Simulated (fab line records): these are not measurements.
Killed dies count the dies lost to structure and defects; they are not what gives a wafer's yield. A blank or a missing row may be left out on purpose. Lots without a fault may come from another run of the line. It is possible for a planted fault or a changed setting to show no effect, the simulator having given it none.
What tool caused it? || flow sky130 || Sampling: 12 lots, 33 wafers, 6 of 708 route steps

== WHAT EACH GAUGE READ, for each wafer ==
The record lacks any reading of a measuring or inspecting step that a usual standard deviation could be used to judge.

== WHAT TOOL EACH LOT RAN ON (gives the tool, then ch and the chambers of the sampled wafers, and finally the start) ==
{"lot": "L417", "SKY_LI_CONTACT_STRIP_16": "plasma asher-03 ch 0,1, day 29 02:29", "SKY_CONTACT_CMP_04": "cmp-02 ch 2,3, day 30 09:17", "SKY_CONTACT_ETCH_16": "rie diel-03 ch 1,2, day 31 13:11", "SKY_CONTACT_ETCH_17": "rie diel-03 ch 1,2, day 31 13:14", "SKY_CONTACT_SPUTTER_23": "pvd sputter-02, day 31 13:55", "SKY_PAD_OPEN_PROBE_99": "-"}
{"lot": "L421", "SKY_LI_CONTACT_STRIP_16": "plasma asher-03 ch 0,1, day 31 04:16", "SKY_CONTACT_CMP_04": "cmp-01 ch 0,2,3, day 32 09:50", "SKY_CONTACT_ETCH_16": "rie diel-03 ch 2,3, day 33 13:22", "SKY_CONTACT_ETCH_17": "rie diel-03 ch 2,3, day 33 13:24", "SKY_CONTACT_SPUTTER_23": "pvd sputter-01, day 33 14:07", "SKY_PAD_OPEN_PROBE_99": "-"}
{"lot": "L424", "SKY_LI_CONTACT_STRIP_16": "plasma asher-04 ch 0,1, day 31 19:29", "SKY_CONTACT_CMP_04": "cmp-01 ch 1,3, day 33 01:02", "SKY_CONTACT_ETCH_16": "rie diel-04 ch 0,3, day 34 04:13", "SKY_CONTACT_ETCH_17": "rie diel-04 ch 0,3, day 34 04:16", "SKY_CONTACT_SPUTTER_23": "pvd sputter-02, day 34 04:56", "SKY_PAD_OPEN_PROBE_99": "prober-02, day 47 20:23"}
{"lot": "L423", "SKY_LI_CONTACT_STRIP_16": "plasma asher-04 ch 0,1, day 31 22:05", "SKY_CONTACT_CMP_04": "cmp-02 ch 0,1,3, day 33 03:39", "SKY_CONTACT_ETCH_16": "rie diel-01 ch 1,2, day 34 05:52", "SKY_CONTACT_ETCH_17": "rie diel-01 ch 1,2, day 34 05:54", "SKY_CONTACT_SPUTTER_23": "pvd sputter-01, day 34 06:35", "SKY_PAD_OPEN_PROBE_99": "-"}
{"lot": "L425", "SKY_LI_CONTACT_STRIP_16": "plasma asher-03 ch 0,1, day 32 05:50", "SKY_CONTACT_CMP_04": "cmp-02 ch 0,2,3, day 33 10:41", "SKY_CONTACT_ETCH_16": "rie diel-01 ch 0,1,2, day 34 13:16", "SKY_CONTACT_ETCH_17": "rie diel-01 ch 0,1,2, day 34 13:18", "SKY_CONTACT_SPUTTER_23": "pvd sputter-03, day 34 13:59", "SKY_PAD_OPEN_PROBE_99": "-"}
{"lot": "L426", "SKY_LI_CONTACT_STRIP_16": "plasma asher-04 ch 0,1, day 32 06:59", "SKY_CONTACT_CMP_04": "cmp-01 ch 0,2,3, day 33 12:58", "SKY_CONTACT_ETCH_16": "rie diel-01 ch 0,3, day 34 15:22", "SKY_CONTACT_ETCH_17": "rie diel-01 ch 0,3, day 34 15:24", "SKY_CONTACT_SPUTTER_23": "pvd sputter-01, day 34 16:05", "SKY_PAD_OPEN_PROBE_99": "prober-01, day 48 05:13"}
{"lot": "L427", "SKY_LI_CONTACT_STRIP_16": "plasma asher-03 ch 0,1, day 32 18:22", "SKY_CONTACT_CMP_04": "cmp-02 ch 0,2,3, day 33 23:45", "SKY_CONTACT_ETCH_16": "rie diel-03 ch 1,2,3, day 35 02:49", "SKY_CONTACT_ETCH_17": "rie diel-03 ch 1,2,3, day 35 02:51", "SKY_CONTACT_SPUTTER_23": "pvd sputter-01, day 35 03:32", "SKY_PAD_OPEN_PROBE_99": "-"}
{"lot": "L431", "SKY_LI_CONTACT_STRIP_16": "plasma asher-02 ch 0,1, day 34 01:43", "SKY_CONTACT_CMP_04": "cmp-02 ch 1,2,3, day 35 07:06", "SKY_CONTACT_ETCH_16": "rie diel-04 ch 2,3, day 36 09:37", "SKY_CONTACT_ETCH_17": "rie diel-04 ch 2,3, day 36 09:40", "SKY_CONTACT_SPUTTER_23": "pvd sputter-03, day 36 10:20", "SKY_PAD_OPEN_PROBE_99": "prober-02, day 49 10:34"}
{"lot": "L434", "SKY_LI_CONTACT_STRIP_16": "plasma asher-02 ch 0,1, day 35 03:37", "SKY_CONTACT_CMP_04": "cmp-01 ch 0,2, day 36 07:42", "SKY_CONTACT_ETCH_16": "rie diel-03 ch 1,2,3, day 37 10:28", "SKY_CONTACT_ETCH_17": "rie diel-03 ch 1,2,3, day 37 10:30", "SKY_CONTACT_SPUTTER_23": "pvd sputter-02, day 37 11:11", "SKY_PAD_OPEN_PROBE_99": "prober-01, day 50 01:22"}
{"lot": "L438", "SKY_LI_CONTACT_STRIP_16": "plasma asher-03 ch 1, day 35 18:26", "SKY_CONTACT_CMP_04": "cmp-02 ch 0,2, day 36 23:23", "SKY_CONTACT_ETCH_16": "rie diel-03 ch 1,2, day 38 01:34", "SKY_CONTACT_ETCH_17": "rie diel-03 ch 1,2, day 38 01:36", "SKY_CONTACT_SPUTTER_23": "pvd sputter-03, day 38 02:21", "SKY_PAD_OPEN_PROBE_99": "prober-01, day 50 11:14"}
{"lot": "L439", "SKY_LI_CONTACT_STRIP_16": "plasma asher-04 ch 1, day 36 11:34", "SKY_CONTACT_CMP_04": "cmp-02 ch 0,1, day 37 16:31", "SKY_CONTACT_ETCH_16": "rie diel-03 ch 0,2, day 38 18:19", "SKY_CONTACT_ETCH_17": "rie diel-03 ch 0,2, day 38 18:21", "SKY_CONTACT_SPUTTER_23": "pvd sputter-01, day 38 19:02", "SKY_PAD_OPEN_PROBE_99": "prober-02, day 50 22:08"}
{"lot": "L440", "SKY_LI_CONTACT_STRIP_16": "plasma asher-03 ch 0, day 36 13:11", "SKY_CONTACT_CMP_04": "cmp-02 ch 0,1, day 37 18:33", "SKY_CONTACT_ETCH_16": "rie diel-03 ch 0,1, day 38 20:12", "SKY_CONTACT_ETCH_17": "rie diel-03 ch 0,1, day 38 20:14", "SKY_CONTACT_SPUTTER_23": "pvd sputter-01, day 38 21:05", "SKY_PAD_OPEN_PROBE_99": "prober-01, day 51 00:45"}
- SKY_LI_CONTACT_STRIP_16: strips in O2/N2.
- SKY_CONTACT_CMP_04: polishes SiO2.
- SKY_CONTACT_ETCH_16: etches BARC in N2/H2, stops on SiO2, time 45.9 s, target depth 60 nm.
- SKY_CONTACT_ETCH_17: etches SiO2 in C4F8/O2/Ar, stops on Si3N4, target depth 340 nm.
- SKY_CONTACT_SPUTTER_23: material TiN, target thk 20 nm, time 80 s.
- SKY_PAD_OPEN_PROBE_99

== WHAT THE TOOLS THEMSELVES READ (means of the sampled wafers that have a number; where no wafer has one, the mark that the record gives instead) ==
SKY_LI_CONTACT_STRIP_16.
{"lot": "L417", "tool": "plasma asher-03", "drypump motor current A (A)": 6.1, "oes product au (a.u.)": 0.379, "strip time to endpoint s (s)": 3.54}
{"lot": "L421", "tool": "plasma asher-03", "drypump motor current A (A)": 6.1, "oes product au (a.u.)": 0.379, "strip time to endpoint s (s)": 3.51}
{"lot": "L424", "tool": "plasma asher-04", "drypump motor current A (A)": 5.7, "oes product au (a.u.)": 0.376, "strip time to endpoint s (s)": 3.52}
{"lot": "L423", "tool": "plasma asher-04", "drypump motor current A (A)": 5.7, "oes product au (a.u.)": 0.375, "strip time to endpoint s (s)": 3.47}
{"lot": "L425", "tool": "plasma asher-03", "drypump motor current A (A)": 5.7, "oes product au (a.u.)": 0.377, "strip time to endpoint s (s)": 3.51}
{"lot": "L426", "tool": "plasma asher-04", "drypump motor current A (A)": 5.7, "oes product au (a.u.)": 0.378, "strip time to endpoint s (s)": 3.54}
{"lot": "L427", "tool": "plasma asher-03", "drypump motor current A (A)": 5.8, "oes product au (a.u.)": 0.371, "strip time to endpoint s (s)": 3.50}
{"lot": "L431", "tool": "plasma asher-02", "drypump motor current A (A)": 5.1, "oes product au (a.u.)": 0.370, "strip time to endpoint s (s)": 3.52}
{"lot": "L434", "tool": "plasma asher-02", "drypump motor current A (A)": 5.4, "oes product au (a.u.)": 0.371, "strip time to endpoint s (s)": 3.47}
{"lot": "L438", "tool": "plasma asher-03", "drypump motor current A (A)": 5.4, "oes product au (a.u.)": 0.375, "strip time to endpoint s (s)": 3.52}
{"lot": "L439", "tool": "plasma asher-04", "drypump motor current A (A)": 5.8, "oes product au (a.u.)": 0.372, "strip time to endpoint s (s)": 3.55}
{"lot": "L440", "tool": "plasma asher-03", "drypump motor current A (A)": 6.5, "oes product au (a.u.)": 0.371, "strip time to endpoint s (s)": 3.50}

SKY_CONTACT_CMP_04.
{"lot": "L417", "tool": "cmp-02", "motor current A (A)": 13.5, "retaining ring pressure frac": 1.004, "time to endpoint s (s)": 77}
{"lot": "L421", "tool": "cmp-01", "motor current A (A)": 11.1, "retaining ring pressure frac": 1.001, "time to endpoint s (s)": 82}
{"lot": "L424", "tool": "cmp-01", "motor current A (A)": 12.6, "retaining ring pressure frac": 1.000, "time to endpoint s (s)": 80}
{"lot": "L423", "tool": "cmp-02", "motor current A (A)": 11.7, "retaining ring pressure frac": 0.997, "time to endpoint s (s)": 80}
{"lot": "L425", "tool": "cmp-02", "motor current A (A)": 12.5, "retaining ring pressure frac": 1.007, "time to endpoint s (s)": 78}
{"lot": "L426", "tool": "cmp-01", "motor current A (A)": 11.4, "retaining ring pressure frac": 0.998, "time to endpoint s (s)": 77}
{"lot": "L427", "tool": "cmp-02", "motor current A (A)": 12.2, "retaining ring pressure frac": 1.000, "time to endpoint s (s)": 85}
{"lot": "L431", "tool": "cmp-02", "motor current A (A)": 12.7, "retaining ring pressure frac": 1.001, "time to endpoint s (s)": 84}
{"lot": "L434", "tool": "cmp-01", "motor current A (A)": 11.3, "retaining ring pressure frac": 1.001, "time to endpoint s (s)": 81}
{"lot": "L438", "tool": "cmp-02", "motor current A (A)": 12.1, "retaining ring pressure frac": 1.006, "time to endpoint s (s)": 102}
{"lot": "L439", "tool": "cmp-02", "motor current A (A)": 11.3, "retaining ring pressure frac": 1.003, "time to endpoint s (s)": 114}
{"lot": "L440", "tool": "cmp-02", "motor current A (A)": 11.6, "retaining ring pressure frac": 1.002, "time to endpoint s (s)": 112}

SKY_CONTACT_ETCH_16.
{"lot": "L417", "tool": "rie diel-03", "drypump motor current A (A)": 5.5, "h2 flow sccm (sccm)": 199.3, "oes product au (a.u.)": 0.859, "throttle valve pct (%)": 13.225}
{"lot": "L421", "tool": "rie diel-03", "drypump motor current A (A)": 5.4, "h2 flow sccm (sccm)": 200.1, "oes product au (a.u.)": 0.853, "throttle valve pct (%)": 13.227}
{"lot": "L424", "tool": "rie diel-04", "drypump motor current A (A)": 5.6, "h2 flow sccm (sccm)": 200.2, "oes product au (a.u.)": 0.853, "throttle valve pct (%)": 13.216}
{"lot": "L423", "tool": "rie diel-01", "drypump motor current A (A)": 6.1, "h2 flow sccm (sccm)": 199.6, "oes product au (a.u.)": 0.856, "throttle valve pct (%)": 13.222}
{"lot": "L425", "tool": "rie diel-01", "drypump motor current A (A)": 5.7, "h2 flow sccm (sccm)": 199.6, "oes product au (a.u.)": 0.848, "throttle valve pct (%)": 13.225}
{"lot": "L426", "tool": "rie diel-01", "drypump motor current A (A)": 5.7, "h2 flow sccm (sccm)": 200.7, "oes product au (a.u.)": 0.856, "throttle valve pct (%)": 13.222}
{"lot": "L427", "tool": "rie diel-03", "drypump motor current A (A)": 5.6, "h2 flow sccm (sccm)": 199.8, "oes product au (a.u.)": 0.853, "throttle valve pct (%)": 13.232}
{"lot": "L431", "tool": "rie diel-04", "drypump motor current A (A)": 5.4, "h2 flow sccm (sccm)": 200.0, "oes product au (a.u.)": 0.853, "throttle valve pct (%)": 13.238}
{"lot": "L434", "tool": "rie diel-03", "drypump motor current A (A)": 5.5, "h2 flow sccm (sccm)": 199.4, "oes product au (a.u.)": 0.852, "throttle valve pct (%)": 13.231}
{"lot": "L438", "tool": "rie diel-03", "drypump motor current A (A)": 5.4, "h2 flow sccm (sccm)": 199.7, "oes product au (a.u.)": 0.857, "throttle valve pct (%)": 13.226}
{"lot": "L439", "tool": "rie diel-03", "drypump motor current A (A)": 5.9, "h2 flow sccm (sccm)": 199.9, "oes product au (a.u.)": 0.857, "throttle valve pct (%)": 13.229}
{"lot": "L440", "tool": "rie diel-03", "drypump motor current A (A)": 6.0, "h2 flow sccm (sccm)": 200.1, "oes product au (a.u.)": 0.861, "throttle valve pct (%)": 13.221}

SKY_CONTACT_ETCH_17.
{"lot": "L417", "tool": "rie diel-03", "oes product au (a.u.)": 0.891}
{"lot": "L421", "tool": "rie diel-03", "oes product au (a.u.)": 0.893}
{"lot": "L424", "tool": "rie diel-04", "oes product au (a.u.)": 0.892}
{"lot": "L423", "tool": "rie diel-01", "oes product au (a.u.)": 0.891}
{"lot": "L425", "tool": "rie diel-01", "oes product au (a.u.)": 0.894}
{"lot": "L426", "tool": "rie diel-01", "oes product au (a.u.)": 0.896}
{"lot": "L427", "tool": "rie diel-03", "oes product au (a.u.)": 0.893}
{"lot": "L431", "tool": "rie diel-04", "oes product au (a.u.)": 0.888}
{"lot": "L434", "tool": "rie diel-03", "oes product au (a.u.)": 0.896}
{"lot": "L438", "tool": "rie diel-03", "oes product au (a.u.)": 0.948}
{"lot": "L439", "tool": "rie diel-03", "oes product au (a.u.)": 0.989}
{"lot": "L440", "tool": "rie diel-03", "oes product au (a.u.)": 0.996}

SKY_CONTACT_SPUTTER_23.
{"lot": "L417", "tool": "pvd sputter-02", "throttle valve pct (%)": 29.1}
{"lot": "L421", "tool": "pvd sputter-01", "throttle valve pct (%)": 31.6}
{"lot": "L424", "tool": "pvd sputter-02", "throttle valve pct (%)": 29.6}
{"lot": "L423", "tool": "pvd sputter-01", "throttle valve pct (%)": 30.8}
{"lot": "L425", "tool": "pvd sputter-03", "throttle valve pct (%)": 31.8}
{"lot": "L426", "tool": "pvd sputter-01", "throttle valve pct (%)": 31.4}
{"lot": "L427", "tool": "pvd sputter-01", "throttle valve pct (%)": 31.1}
{"lot": "L431", "tool": "pvd sputter-03", "throttle valve pct (%)": 31.7}
{"lot": "L434", "tool": "pvd sputter-02", "throttle valve pct (%)": 30.2}
{"lot": "L438", "tool": "pvd sputter-03", "throttle valve pct (%)": 31.6}
{"lot": "L439", "tool": "pvd sputter-01", "throttle valve pct (%)": 31.8}
{"lot": "L440", "tool": "pvd sputter-01", "throttle valve pct (%)": 31.6}

SKY_PAD_OPEN_PROBE_99.
{"lot": "L424", "tool": "prober-02", "killed_at_M0_to_M3": 43, "killed_at_M4_up": 1.0, "killed at contacts": 25, "killed at front end": 17, "killed at other": 0.0, "killed dies": 86, "killed on rim": 16, "killed open": 48, "killed short": 37}
{"lot": "L426", "tool": "prober-01", "killed_at_M0_to_M3": 40, "killed_at_M4_up": 3.0, "killed at contacts": 26, "killed at front end": 17, "killed at other": 0.3, "killed dies": 87, "killed on rim": 19, "killed open": 49, "killed short": 38}
{"lot": "L431", "tool": "prober-02", "killed_at_M0_to_M3": 44, "killed_at_M4_up": 2.7, "killed at contacts": 33, "killed at front end": 18, "killed at other": 0.3, "killed dies": 97, "killed on rim": 21, "killed open": 58, "killed short": 39}
{"lot": "L434", "tool": "prober-01", "killed_at_M0_to_M3": 50, "killed_at_M4_up": 1.7, "killed at contacts": 27, "killed at front end": 12, "killed at other": 1.0, "killed dies": 91, "killed on rim": 19, "killed open": 50, "killed short": 41}
{"lot": "L438", "tool": "prober-01", "killed_at_M0_to_M3": 42, "killed_at_M4_up": 3.0, "killed at contacts": 165, "killed at front end": 11, "killed at other": 0.0, "killed dies": 222, "killed on rim": 36, "killed open": 48, "killed short": 32}
{"lot": "L439", "tool": "prober-02", "killed_at_M0_to_M3": 38, "killed_at_M4_up": 2.0, "killed at contacts": 328, "killed at front end": 17, "killed at other": 0.5, "killed dies": 385, "killed on rim": 76, "killed open": 38, "killed short": 36}
{"lot": "L440", "tool": "prober-01", "killed_at_M0_to_M3": 40, "killed_at_M4_up": 4.0, "killed at contacts": 216, "killed at front end": 12, "killed at other": 0.5, "killed dies": 272, "killed on rim": 73, "killed open": 44, "killed short": 36}

== THE ANSWER, worked out from the rows above alone ==
Rule: the usual values come from the lots themselves. The widest of any qualifying gaps counts: lots, ordered by their means at a reading, are off when they make up no more than a third of the lots, leave a main group of 4 or more, and stand apart from it by 3 or more times the standard deviation of that group's means. A main group is skipped when, at the precision printed for the reading in the tables above, its means are all equal. A lot without any number at a reading at which 4 lots or more have one is off too. Where the step has rows for the other lots, those lots are counted as sound. The gauges are gone through in route order, then the tools' own readings, and for those a lot's mean is taken as printed above. The first step at which some lot is off is used, and at that step the reading that is off furthest; a lot without a number counts as furthest.
Off: L438, L439, L440 (SKY_CONTACT_CMP_04, time to endpoint s). The main group has a mean of 80 s with a standard deviation of 2.7.
If a tool, at that step or one of the process steps before it, ran each lot that is off and ran no sound lot following the first of them, it fits. One fits: cmp-02 at SKY_CONTACT_CMP_04. A fault onset in the window from L431 (day 35 07:06, its last sound lot) to L438 (day 36 23:23, its first lot off) fits.
On the lots that are off, the tool's own readings at SKY_CONTACT_CMP_04 differ by more than 5 times the standard deviation of the sound lots' means, which bears it out; time to endpoint s reads 109 s there versus 80 s on the sound lots.

== WHAT THE SIMULATOR HAD INSERTED ==
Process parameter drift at SKY_CONTACT_CMP_04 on cmp-02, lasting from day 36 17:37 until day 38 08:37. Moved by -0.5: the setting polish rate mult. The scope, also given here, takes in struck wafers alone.
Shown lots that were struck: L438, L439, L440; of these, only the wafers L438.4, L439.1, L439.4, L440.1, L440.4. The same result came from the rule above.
